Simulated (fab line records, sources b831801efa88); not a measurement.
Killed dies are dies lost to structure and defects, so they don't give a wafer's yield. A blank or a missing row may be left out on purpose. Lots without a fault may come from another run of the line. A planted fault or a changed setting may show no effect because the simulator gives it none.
A struck lot beside a sound one | flow sky130 | 31 steps out of a route of 708
Sound: wafers L874.2, L874.3, L874.5. Struck: wafers L877.3, L877.4, L877.5. The cause comes at the end.
At each step with rows: each side's tool, then ch and its chambers, then its first start. Under that, the readings that differ: sound wafers | struck wafers | difference of the means | sigmas: that difference in standard deviations of wafers without a fault.
alike: readings whose means differ by less than 2 such deviations, and words and numbers that are the same on both sides. not compared: withheld readings, readings that some wafer has no value for, bounds like >300 that may hide the same value, and numbers for which the record gives no deviation and whose values overlap.
The two part at a step that has a row with sigmas, a row that says differs or no value, or rows on one side only. Numbers that don't overlap but have no deviation are shown without sigmas and don't part them. A reading that every wafer of one side lacks parts them only if that side has two wafers or more.

SKY_LI_CONTACT_OVL_MEAS_13:
  sound on overlay-01, day 32 03:51; struck on overlay-02, day 32 11:54
  reading             | sound  | struck   | difference | sigmas
  LI_CONTACT_OVL (nm) | 2 -3 0 | 14 12 10 | +12        | +2
then, 2 steps without rows for these wafers: SKY_LI_CONTACT_ETCH_14 (etches BARC in N2/H2, stops on SiO2, time 45.9 s, target depth 60 nm); SKY_LI_CONTACT_ETCH_15 (etches PSG in C4F8/O2/Ar, stops on Si, target depth 600 nm).
SKY_LI_CONTACT_STRIP_16: strips in O2/N2.
  sound on plasma_asher-04 ch 0,1, day 32 04:01; struck on plasma_asher-03 ch 0,1, day 32 12:05
  alike: drypump_motor_current_A, oes_product_au, strip_time_to_endpoint_s
  not compared: rf_hours_counter_h
then, 2 steps without rows for these wafers: SKY_LI_CONTACT_CLEAN_17 (cleans in NMP, time 600 s); SKY_LI_CONTACT_PRE_CLEAN_18 (time 5.6 s).
SKY_LI_CONTACT_SPUTTER_19: material Ti, target thk 20 nm, time 106.37 s.
  sound on pvd_sputter-02, day 32 04:19; struck on pvd_sputter-04, day 32 12:20
  alike: throttle_valve_pct
SKY_LI_CONTACT_SPUTTER_20: material TiN, target thk 20 nm, time 80 s.
  sound on pvd_sputter-02, day 32 04:23; struck on pvd_sputter-04, day 32 12:25
  alike: throttle_valve_pct
then, 1 step without rows for these wafers: SKY_LI_CONTACT_CVD_21 (deposits W, target thk 400 nm, time 120.56 s).
SKY_LI_CONTACT_RS_MEAS_22: measures by four-point-probe.
  sound on film_metro-02, day 32 04:35; struck on film_metro-02, day 32 12:38
  alike: LI_CONTACT_W_RS
SKY_LI_CONTACT_THK_MEAS_23: measures by xrf.
  sound on film_metro-02, day 32 04:42; struck on film_metro-02, day 32 12:44
  alike: LI_CONTACT_W_THK
SKY_LI_CONTACT_CMP_24: polishes, stops on PSG, t overpolish 20 s, target thk 0 nm.
  sound on cmp-02 ch 1,2, day 32 04:45; struck on cmp-02 ch 1,2,3, day 32 12:53
  alike: motor_current_A, overpolish_run_s, retaining_ring_pressure_frac, time_to_endpoint_s
SKY_LOCAL_INTERCONNECT_SPUTTER_00: material TiN, target thk 100 nm, time 83.3 s.
  sound on pvd_sputter-04, day 32 05:03; struck on pvd_sputter-02, day 32 13:05
  reading                                                | sound             | struck            | difference | sigmas
  model.TiN_of_LOCAL_INTERCONNECT_SPUTTER_00.thk_nm (nm) | 99.97 100.9 100.2 | 108.9 107.9 108.5 | +8.1       |
  alike: throttle_valve_pct
SKY_LOCAL_INTERCONNECT_RS_MEAS_01: measures by four-point-probe.
  sound on film_metro-01, day 32 05:08; struck on film_metro-01, day 32 13:11
  reading                            | sound             | struck            | difference | sigmas
  LOCAL_INTERCONNECT_TIN_RS (ohm/sq) | 14.14 14.00 14.08 | 12.91 13.08 12.97 | -1.09      | -8
SKY_LOCAL_INTERCONNECT_THK_MEAS_02: measures by xrf.
  sound on film_metro-01, day 32 05:14; struck on film_metro-01, day 32 13:17
  reading                         | sound             | struck            | difference | sigmas
  LOCAL_INTERCONNECT_TIN_THK (nm) | 101.0 102.0 101.7 | 110.4 109.2 109.8 | +8.2       | +8
then, 8 steps without rows for these wafers: SKY_LOCAL_INTERCONNECT_DEHYDRATE_03 (time 60 s); SKY_LOCAL_INTERCONNECT_HMDS_04 (prime time 60 s); SKY_LOCAL_INTERCONNECT_COAT_05 (resist thk 60 nm); SKY_LOCAL_INTERCONNECT_COAT_06 (resist thk 450 nm); SKY_LOCAL_INTERCONNECT_SOFTBAKE_07 (time 90 s); SKY_LOCAL_INTERCONNECT_EXPOSE_08 (exposes mask LI1M, target cd 170 nm); SKY_LOCAL_INTERCONNECT_PEB_09; SKY_LOCAL_INTERCONNECT_DEVELOP_10 (develop time 60 s).
SKY_LOCAL_INTERCONNECT_CD_MEAS_11: target cd 170 nm.
  sound on cd_sem-02, day 33 08:47; struck on cd_sem-02, day 33 15:39
  alike: cd_nm
SKY_LOCAL_INTERCONNECT_OVL_MEAS_12:
  sound on overlay-02, day 33 08:53; struck on overlay-02, day 33 15:45
  alike: LOCAL_INTERCONNECT_OVL
SKY_LOCAL_INTERCONNECT_ETCH_13: etches BARC in N2/H2, stops on SiO2, time 45.9 s, target depth 60 nm.
  sound on rie_metal-04 ch 0,1, day 33 08:55; struck on rie_metal-01 ch 0,1, day 33 15:47
  alike: drypump_motor_current_A, he_backside_leak_sccm, oes_product_au, throttle_valve_pct
  not compared: rf_hours_counter_h
SKY_LOCAL_INTERCONNECT_METAL_ETCH_14: etches TiN in Cl2/BCl3, stops on PSG, target depth 110 nm, time 31.4 s.
  sound on rie_metal-04 ch 0,1, day 33 08:59; struck on rie_metal-01 ch 0,1, day 33 15:51
  reading                | sound                | struck               | difference | sigmas
  oes_product_au (a.u.)  | 0.946 0.934 0.935    | 0.980 0.974 0.983    | +0.041     | +6
  throttle_valve_pct (%) | 21.890 21.911 21.897 | 21.879 21.885 21.856 | -0.026     | -3
  alike: drypump_motor_current_A, he_backside_leak_sccm
  not compared: rf_hours_counter_h
then, 1 step without rows for these wafers: SKY_LOCAL_INTERCONNECT_STRIP_15 (strips in O2/N2).
SKY_LOCAL_INTERCONNECT_STRIP_16: strips in post etch residue remover, time 1200 s.
  sound on wet_bench-02 ch 2, day 33 09:08; struck on wet_bench-02 ch 0, day 33 15:59
  reading                                                | sound             | struck            | difference | sigmas
  model.TiN_of_LOCAL_INTERCONNECT_SPUTTER_00.thk_nm (nm) | 99.55 100.5 99.82 | 108.5 107.5 108.1 | +8.1       |
then, 1 step without rows for these wafers: SKY_LOCAL_INTERCONNECT_CLEAN_17 (cleans in IPA, time 180 s).
-- the record jumps here: 15 days lie between the struck wafers' starts before and after (it left off in module LOCAL_INTERCONNECT and takes up again in module PAD_OPEN, whose first step shown is number 708 of the route) --
SKY_PAD_OPEN_PROBE_99:
  sound on prober-01, day 48 00:49; struck on prober-01, day 48 07:50
  reading                        | sound             | struck            | difference | sigmas
  model.etest.res_li.line_ohm_um | 75.72 74.13 73.61 | 69.19 70.86 69.28 | -4.71      |
  model.etest.res_li.rs_ohm_sq   | 12.8 12.75 12.85  | 11.77 11.86 11.81 | -0.99      |
  alike: killed_at_M0_to_M3, killed_at_M4_up, killed_at_contacts, killed_at_front_end, killed_at_other, killed_dies, killed_open, killed_short

WHERE THEY PART
First at SKY_LI_CONTACT_OVL_MEAS_13; last, within this record, at SKY_LOCAL_INTERCONNECT_METAL_ETCH_14. Later steps at which nothing parts them and some readings are alike: SKY_PAD_OPEN_PROBE_99.

WHY: what the simulator had put in
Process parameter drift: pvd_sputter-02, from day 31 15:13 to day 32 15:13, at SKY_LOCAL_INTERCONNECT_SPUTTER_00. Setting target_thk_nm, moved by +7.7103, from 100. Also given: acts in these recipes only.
